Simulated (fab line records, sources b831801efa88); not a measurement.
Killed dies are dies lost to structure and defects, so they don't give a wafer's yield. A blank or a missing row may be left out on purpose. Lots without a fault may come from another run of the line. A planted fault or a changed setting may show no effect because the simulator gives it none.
fab line records | flow sky130
record lots=14 wafers=42 last_day=50
route steps=708 shown METAL1@450 VIA1@460 METAL2@485
lots that met no fault: from a run of the same line without faults
start_h: hours from the record's first day to the start of the lot's first wafer shown | wait_h: hours since the lot's step before | " the same as in the row above | L1.1+2: a row that stands for several wafers | - no value, or no start given | * or withheld: withheld | < > ~ a bound
route shown NAME@n: a module of which the file shows steps, and the number in the route of the first | usual: mean/standard deviation of fault-free wafers | same: alike in all rows | chamber/n: place in a boat | sites: the reading at each site | _std_site: their standard deviation | _edge_site: outer sites' mean less inner sites' | radius_mm: how far each site lies from the wafer's centre | mask NAME#n: copy n | behind: the tool/chamber that last shaped the wafer | hold: why the lot was held/for how many hours/how that ended | device: the transistor (n, p or np) that didn't switch | end of line: the same wafers' tests at the end of the route | a step without rows: its recipe alone | killed: dies lost to structure and defects at the first sort, not the wafer's yield | map: a wafer's dies, x killed, . not, _ none there
set.NAME: the setting as run; set.NAME@STEP: as run at that earlier step | model.NAME: the simulator's own value behind a step, which no gauge read
steps of the route over a sample of lots; a table a step, a row a wafer
services: from which hour (start_h, from the record's first day; less than 0 if before it) a tool's chamber was out of use, for how many hours, and why
## steps
# step SKY_METAL1_OVL_MEAS_16
# usual METAL1_OVL=0/5.7
# columns lot.wafer tool chamber start_h wait_h METAL1_OVL[nm]
L913.2 overlay-01 - 767.66 0.1 -3
L913.4 " - " " 3
L913.5 " - " " -8
L914.1 overlay-01 - 770.08 0.1 3
L914.3 " - " " -5
L914.5 " - " " -4
L915.2 overlay-01 - 779.91 0.1 -5
L915.4 " - " " -6
L915.5 " - " " -7
L916.2 overlay-02 - 787.26 0.1 0
L916.3 " - " " 1
L916.6 " - " " -4
L918.2 overlay-01 - 812.36 0.1 1
L918.4 " - " " -2
L918.6 " - " " 4
L920.2 overlay-01 - 840.96 0.1 7
L920.4 " - " " 7
L920.5 " - " " 6
L922.3 overlay-02 - 851.84 0.1 5
L922.5 " - " " 3
L922.6 " - " " 3
L924.2 overlay-02 - 857.98 0.1 2
L924.3 " - " " 3
L924.4 " - " " -4
L925.2 overlay-01 - 872.36 0.1 -6
L925.5 " - " " 2
L925.6 " - " " -1
L930.1 overlay-02 - 899.00 0.1 -2
L930.3 " - " " -3
L930.5 " - " " 1
L932.1 overlay-01 - 910.46 0.1 2
L932.3 " - " " 1
L932.4 " - " " 1
L933.2 overlay-01 - 911.56 0.1 2
L933.4 " - " " -1
L933.5 " - " " 0
L934.1 overlay-01 - 927.06 0.1 8
L934.2 " - " " 7
L934.6 " - " " 6
L935.3 overlay-02 - 934.64 0.1 -10
L935.5 " - " " 6
L935.6 " - " " -2
# step SKY_VIA1_CMP_02
# recipe material=SiO2 down_force_psi=4 platen_rpm=60 pad_velocity_m_s=0.94248
# usual motor_current_A=12.0/1.6
# columns lot.wafer tool chamber start_h wait_h motor_current_A
L913.4 cmp-02 3 768.70 0.1 11.8
L913.2 " 0 " " 13.1
L913.5 " 2 " " 9.7
L914.1 cmp-02 0 771.17 0.1 13.5
L914.3 " 1 " " 11.6
L914.5 " 2 " " 9.9
L915.2 cmp-02 0 780.94 0.1 13.3
L915.4 " 1 " " 12.1
L915.5 " 0 " " 13.1
L916.3 cmp-01 2 788.29 0.1 13.3
L916.2 " 3 " " 10.9
L916.6 " 2 " " 13.3
L918.2 cmp-02 1 813.43 0.0 11.3
L918.4 " 3 " " 11.5
L918.6 " 1 " " 11.3
L920.2 cmp-02 3 842.30 0.4 10.7
L920.4 " 2 " " 10.1
L920.5 " 3 " " 11.9
L922.3 cmp-02 0 852.86 0.1 12.9
L922.5 " 3 " " 11.7
L922.6 " 0 " " 13.2
L924.4 cmp-01 3 859.01 0.1 10.7
L924.2 " 0 " " 15.9
L924.3 " 1 " " 11.3
L925.2 cmp-01 2 873.67 0.3 13.9
L925.6 " 3 " " 11.0
L925.5 " 0 " " 15.7
L930.3 cmp-02 2 899.99 0.0 9.6
L930.1 " 0 " " 13.4
L930.5 " 3 " " 11.9
L932.3 cmp-01 2 911.45 0.0 12.9
L932.1 " 0 " " 15.2
L932.4 " 1 " " 11.3
L933.4 cmp-01 3 912.62 0.1 10.9
L933.2 " 0 " " 14.4
L933.5 " 2 " " 12.6
L934.1 cmp-02 2 928.57 0.6 10.1
L934.2 " 3 " " 11.3
L934.6 " 2 " " 9.8
L935.3 cmp-01 1 935.66 0.1 11.7
L935.5 " 0 " " 14.6
L935.6 " 1 " " 10.7
# step SKY_VIA1_STRIP_16
# recipe chemistry=O2/N2 power_w=1400 pressure_mtorr=1500 platen_temp_c=withheld o2_flow_sccm=3000 n2_flow_sccm=300 overash_fraction=0.5
# usual drypump_motor_current_A=5.7/0.33 oes_product_au=0.416/0.0046 strip_time_to_endpoint_s=4.461/0.023
# columns lot.wafer tool chamber start_h wait_h drypump_motor_current_A oes_product_au rf_hours_counter_h strip_time_to_endpoint_s
L913.2 plasma_asher-04 1 796.50 0.0 5.8 0.421 95 4.521
L913.4 " 0 " " 5.0 0.417 - 4.478
L913.5 " 1 " " 5.9 0.407 - 4.507
L914.1 plasma_asher-04 1 798.23 0.0 5.9 0.421 96 4.471
L914.3 " 1 " " 5.9 0.410 - 4.440
L914.5 " 0 " " 5.0 0.409 - 4.449
L915.2 plasma_asher-01 1 810.02 0.0 5.8 0.418 65 4.460
L915.4 " 0 " " 5.3 0.419 - 4.447
L915.5 " 1 " " 5.9 0.411 - 4.470
L916.2 plasma_asher-03 1 815.65 0.0 6.0 0.408 40 4.463
L916.3 " 0 " " 5.8 0.414 - 4.496
L916.6 " 1 " " 6.0 0.425 - 4.500
L918.2 plasma_asher-03 1 839.93 0.0 5.9 0.418 42 4.450
L918.4 " 1 " " 6.0 0.420 - 4.430
L918.6 " 1 " " 6.0 0.418 - 4.442
L920.2 plasma_asher-03 0 869.23 0.0 5.8 0.416 45 4.442
L920.4 " 1 " " 6.0 0.416 - 4.429
L920.5 " 1 " " 6.0 0.423 - 4.483
L922.3 plasma_asher-03 1 879.18 0.1 5.9 0.425 - 4.493
L922.5 " 0 " " 5.8 0.422 - 4.509
L922.6 " 1 " " 6.0 0.422 - 4.467
L924.2 plasma_asher-03 1 885.10 0.0 6.0 0.417 47 4.434
L924.3 " 1 " " 6.0 0.414 - 4.445
L924.4 " 0 " " 5.8 0.414 - 4.444
L925.2 plasma_asher-01 1 899.48 0.0 5.8 0.413 74 4.472
L925.5 " 1 " " 5.8 0.417 - 4.464
L925.6 " 0 " " 5.3 0.422 - 4.441
L930.1 plasma_asher-04 0 925.28 0.0 5.0 0.413 108 4.471
L930.3 " 1 " " 5.9 0.416 - 4.471
L930.5 " 0 " " 5.0 0.419 - 4.449
L932.1 plasma_asher-03 1 936.05 0.0 6.0 0.416 52 4.457
L932.3 " 0 " " 5.8 0.417 - 4.495
L932.4 " 1 " " 6.0 0.420 - 4.478
L933.2 plasma_asher-01 0 936.05 0.0 5.4 0.412 77 4.459
L933.4 " 0 " " 5.4 0.413 - 4.476
L933.5 " 1 " " 5.8 0.412 - 4.467
L934.1 plasma_asher-03 0 953.38 0.0 5.8 0.406 54 4.464
L934.2 " 1 " " 6.0 0.418 54 4.447
L934.6 " 0 " " 5.8 0.416 - 4.466
L935.3 plasma_asher-03 0 960.91 0.1 5.7 0.415 - 4.457
L935.5 " 0 " " 5.8 0.421 - 4.455
L935.6 " 1 " " 6.0 0.420 - 4.478
# step SKY_METAL2_SPUTTER_02
# recipe material=AlCu target_thk_nm=250 power_w=10600 time_s=13.3 chamber_pressure_pa=0.4
# usual cathode_dc_power_W=10600/2 throttle_valve_pct=30.2/0.83
# columns lot.wafer tool chamber start_h wait_h cathode_dc_power_W throttle_valve_pct
L913.2 pvd_sputter-03 - 797.77 0.0 10598 29.7
L913.4 " - " " 10601 29.7
L913.5 " - " " 10598 29.4
L914.1 pvd_sputter-02 - 799.50 0.0 10601 29.8
L914.3 " - " " 10598 30.7
L914.5 " - " " 10601 29.9
L915.2 pvd_sputter-02 - 811.39 0.0 10600 30.3
L915.4 " - " " 10602 29.5
L915.5 " - " " 10599 29.7
L916.2 pvd_sputter-01 - 816.92 0.0 10601 29.6
L916.3 " - " " 10600 30.9
L916.6 " - " " 10602 29.8
L918.2 pvd_sputter-03 - 842.05 0.0 10600 29.6
L918.4 " - " " 10597 31.0
L918.6 " - " " 10600 29.8
L920.2 pvd_sputter-01 - 870.50 0.0 10600 31.5
L920.4 " - " " 10594 29.5
L920.5 " - " " 10600 29.4
L922.3 pvd_sputter-03 - 880.43 0.0 10599 29.3
L922.5 " - " " 10599 29.8
L922.6 " - " " 10598 32.1
L924.2 pvd_sputter-02 - 886.47 0.0 10601 29.7
L924.3 " - " " 10598 29.8
L924.4 " - " " 10600 30.4
L925.2 pvd_sputter-03 - 900.84 0.0 10605 30.5
L925.5 " - " " 10600 29.6
L925.6 " - " " 10600 29.3
L930.1 pvd_sputter-02 - 928.17 0.0 10599 29.4
L930.3 " - " " 10602 29.8
L930.5 " - " " 10597 30.4
L932.1 pvd_sputter-02 - 937.32 0.0 10601 30.0
L932.3 " - " " 10598 29.7
L932.4 " - " " 10601 29.9
L933.2 pvd_sputter-01 - 937.33 0.0 10597 29.7
L933.4 " - " " 10601 29.2
L933.5 " - " " 10597 29.4
L934.1 pvd_sputter-03 - 954.65 0.0 10598 32.0
L934.2 " - " " 10601 30.5
L934.6 " - " " 10600 32.1
L935.3 pvd_sputter-01 - 962.18 0.0 10601 29.3
L935.5 " - " " 10603 30.0
L935.6 " - " " 10600 31.3
# step SKY_METAL2_RS_MEAS_05
# recipe thk_meas_gauge=four-point-probe reads=TiN_of_METAL2_SPUTTER_04+Ti_of_METAL2_SPUTTER_03+AlCu_of_METAL2_SPUTTER_02+TiN_of_METAL2_SPUTTER_01+Ti_of_METAL2_SPUTTER_00
# usual METAL2_ALCU_RS=0.1266/0.0015
# columns lot.wafer tool chamber start_h wait_h METAL2_ALCU_RS[ohm/sq]
L913.2 film_metro-04 - 797.88 0.0 0.1280
L913.4 " - " " 0.1278
L913.5 " - " " 0.1280
L914.1 film_metro-02 - 799.59 0.0 0.1255
L914.3 " - " " 0.1274
L914.5 " - " " 0.1255
L915.2 film_metro-02 - 811.51 0.0 0.1285
L915.4 " - " " 0.1259
L915.5 " - " " 0.1253
L916.2 film_metro-01 - 817.04 0.0 0.1258
L916.3 " - " " 0.1261
L916.6 " - " " 0.1242
L918.2 film_metro-02 - 842.16 0.0 0.1273
L918.4 " - " " 0.1259
L918.6 " - " " 0.1278
L920.2 film_metro-01 - 870.61 0.0 0.1253
L920.4 " - " " 0.1250
L920.5 " - " " 0.1234
L922.3 film_metro-02 - 880.57 0.1 0.1277
L922.5 " - " " 0.0824
L922.6 " - " " 0.1262
L924.2 film_metro-04 - 886.58 0.0 0.1272
L924.3 " - " " 0.1272
L924.4 " - " " 0.1292
L925.2 film_metro-01 - 900.95 0.0 0.1248
L925.5 " - " " 0.0820
L925.6 " - " " 0.1261
L930.1 film_metro-02 - 928.26 0.0 0.1255
L930.3 " - " " 0.1267
L930.5 " - " " 0.1287
L932.1 film_metro-04 - 937.41 0.0 0.1283
L932.3 " - " " 0.1277
L932.4 " - " " 0.1280
L933.2 film_metro-01 - 937.44 0.0 0.1264
L933.4 " - " " 0.1284
L933.5 " - " " 0.1287
L934.1 film_metro-02 - 954.74 0.0 0.1261
L934.2 " - " " 0.1260
L934.6 " - " " 0.1268
L935.3 film_metro-02 - 962.31 0.1 0.1277
L935.5 " - " " 0.1259
L935.6 " - " " 0.1276
# step SKY_METAL2_THK_MEAS_06
# recipe thk_meas_gauge=xrf reads=AlCu_of_METAL2_SPUTTER_02
# usual METAL2_ALCU_THK=251/3.2
# columns lot.wafer tool chamber start_h wait_h METAL2_ALCU_THK[nm]
L913.2 film_metro-04 - 797.99 0.1 249
L913.4 " - " " 251
L913.5 " - " " 250
L914.1 film_metro-02 - 799.71 0.1 254
L914.3 " - " " 249
L914.5 " - " " 253
L915.2 film_metro-02 - 811.62 0.1 248
L915.4 " - " " 254
L915.5 " - " " 255
L916.2 film_metro-01 - 817.15 0.1 254
L916.3 " - " " 254
L916.6 " - " " 253
L918.2 film_metro-02 - 842.27 0.1 249
L918.4 " - " " 253
L918.6 " - " " 250
L920.2 film_metro-01 - 870.72 0.1 255
L920.4 " - " " 256
L920.5 " - " " 260
L922.3 film_metro-02 - 880.67 0.1 250
L922.5 " - " " 386
L922.6 " - " " 251
L924.2 film_metro-04 - 886.69 0.1 251
L924.3 " - " " 251
L924.4 " - " " 246
L925.2 film_metro-01 - 901.06 0.1 252
L925.5 " - " " 385
L925.6 " - " " 252
L930.1 film_metro-02 - 928.38 0.1 254
L930.3 " - " " 249
L930.5 " - " " 249
L932.1 film_metro-04 - 937.53 0.1 247
L932.3 " - " " 248
L932.4 " - " " 248
L933.2 film_metro-01 - 937.55 0.1 250
L933.4 " - " " 247
L933.5 " - " " 246
L934.1 film_metro-02 - 954.86 0.1 252
L934.2 " - " " 253
L934.6 " - " " 251
L935.3 film_metro-02 - 962.41 0.1 252
L935.5 " - " " 252
L935.6 " - " " 253
# step SKY_METAL2_METAL_ETCH_19
# recipe target_depth_a=3600 stop_on=SiO2 over_etch_frac=0.3 time_s=78 chemistry=Cl2/BCl3 resist_sidewall_deg=88 pressure_mtorr=10 icp_w=900 bias_w=48.5 Cl2_flow_sccm=60 bcl3_flow_sccm=30
# usual drypump_motor_current_A=5.9/0.39 oes_product_au=0.855/0.0062 throttle_valve_pct=22.265/0.0093
# columns lot.wafer tool chamber start_h wait_h drypump_motor_current_A oes_product_au rf_hours_counter_h throttle_valve_pct
L913.2 rie_metal-04 1 823.62 0.1 6.1 0.851 9 22.272
L913.4 " 0 " " 6.1 0.855 - 22.273
L913.5 " 0 " " 6.1 0.860 - 22.276
L914.1 rie_metal-02 0 826.65 0.0 6.4 0.864 7 22.263
L914.3 " 1 " " 5.2 0.847 - 22.267
L914.5 " 0 " " 6.4 0.865 - 22.274
L915.2 rie_metal-01 0 837.74 0.0 5.6 0.852 9 22.260
L915.4 " 0 " " 5.6 0.855 - 22.273
L915.5 " 0 " " 5.6 0.853 - 22.271
L916.2 rie_metal-01 0 843.78 0.1 5.6 0.849 - 22.261
L916.3 " 0 " " 5.6 0.859 - 22.266
L916.6 " 0 " " 5.6 0.852 - 22.265
L918.2 rie_metal-04 0 868.34 0.0 6.1 0.851 15 22.252
L918.4 " 1 " " 6.1 0.857 - 22.257
L918.6 " 0 " " 6.1 0.855 - 22.270
L920.2 rie_metal-04 1 896.30 0.0 6.2 0.855 11 22.264
L920.4 " 1 " " 6.1 0.847 - 22.284
L920.5 " 1 " " 6.1 0.865 - 22.277
L922.3 rie_metal-04 1 906.06 0.1 6.1 0.856 - 22.271
L922.5 " 1 " " 6.1 0.997 - 22.282
L922.6 " 1 " " 6.1 0.866 - 22.269
L924.2 rie_metal-04 1 911.73 0.1 6.1 0.854 - 22.262
L924.3 " 1 " " 6.1 0.849 - 22.275
L924.4 " 1 " " 6.1 0.849 - 22.273
L925.2 rie_metal-01 0 926.16 0.0 5.6 0.854 14 22.258
L925.5 " 0 " " 5.6 0.999 - 22.256
L925.6 " 1 " " 6.0 0.851 - 22.270
L930.1 rie_metal-02 0 952.44 0.0 6.4 0.862 12 22.264
L930.3 " 1 " " 5.2 0.852 - 22.256
L930.5 " 0 " " 6.4 0.847 - 22.260
L932.1 rie_metal-02 1 961.74 0.0 5.2 0.850 17 22.290
L932.3 " 0 " " 6.3 0.850 - 22.254
L932.4 " 1 " " 5.2 0.853 - 22.260
L933.2 rie_metal-04 1 961.85 0.0 6.1 0.856 16 22.262
L933.4 " 0 " " 6.1 0.849 - 22.259
L933.5 " 1 " " 6.2 0.844 - 22.268
L934.1 rie_metal-04 1 978.95 0.0 6.1 0.865 17 22.254
L934.2 " 0 " " 6.1 0.862 3 22.255
L934.6 " 0 " " 6.1 0.858 - 22.268
L935.3 rie_metal-02 1 986.23 0.1 5.2 0.851 - 22.253
L935.5 " 0 " " 6.3 0.858 - 22.252
L935.6 " 1 " " 5.2 0.856 - 22.255
## services
# columns tool chamber start_h hours kind
plasma_asher-01 - 746.33 2.8 pm
rie_metal-02 - 772.19 2.8 pm
cmp-02 - 796.46 1.3 repair
cmp-02 - 797.64 0.9 repair
rie_metal-04 - 821.07 1.4 pm
pvd_sputter-03 - 830.50 0.8 repair
cmp-01 - 833.52 9.6 repair
pvd_sputter-02 - 844.61 2.9 repair
pvd_sputter-01 - 851.09 0.8 repair
pvd_sputter-03 - 855.03 1.9 repair
pvd_sputter-01 - 883.96 5.5 repair
pvd_sputter-01 - 886.09 6.2 repair
pvd_sputter-01 - 886.37 1.7 repair
rie_metal-02 - 886.63 0.2 repair
cmp-01 - 898.87 2.4 repair
cmp-02 - 908.99 7.3 pm
pvd_sputter-02 - 910.62 4.6 repair
cmp-01 - 916.47 2.9 pm
cmp-02 - 919.40 5.2 pm
cmp-02 - 924.57 4.0 pm
cmp-01 - 928.72 4.9 pm
cmp-02 - 929.34 0.3 repair
pvd_sputter-02 - 929.41 2.2 repair
pvd_sputter-03 - 975.62 0.7 repair
## key
first_sign step=SKY_METAL2_RS_MEAS_05 reading=METAL2_ALCU_RS direction=down sigmas=29 usual=0.1266 struck=0.0822
effect step=SKY_METAL2_THK_MEAS_06 reading=METAL2_ALCU_THK direction=up sigmas=42 usual=251 struck=386
effect step=SKY_METAL2_METAL_ETCH_19 reading=oes_product_au direction=up sigmas=23 usual=0.855 struck=0.998
met_at SKY_METAL2_SPUTTER_02
struck_lots L922,L925
struck_wafers L922.5,L925.5
later_rows_left_out L922.5,L925.5
sort_left_out L922.5,L925.5
not_acting_at SKY_METAL1_OVL_MEAS_16,SKY_VIA1_CMP_02,SKY_VIA1_STRIP_16
onset_between 842.05 880.43
fault kind=process_parameter_drift tool=pvd_sputter-03 chamber=- onset_h=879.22 steps=SKY_METAL2_SPUTTER_02 channel=target_thk_nm offset=130.51 shape=step end_h=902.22 acts_in=these_recipes_only stated=250 scope=struck_wafers_only
# sort_left_out: the simulated sort isn't trusted on such a fault, so these wafers' sort isn't shown, and their yield isn't known
# later_rows_left_out: the simulator's readings of these wafers behind a module that went badly wrong aren't trusted and aren't shown, but for the sort
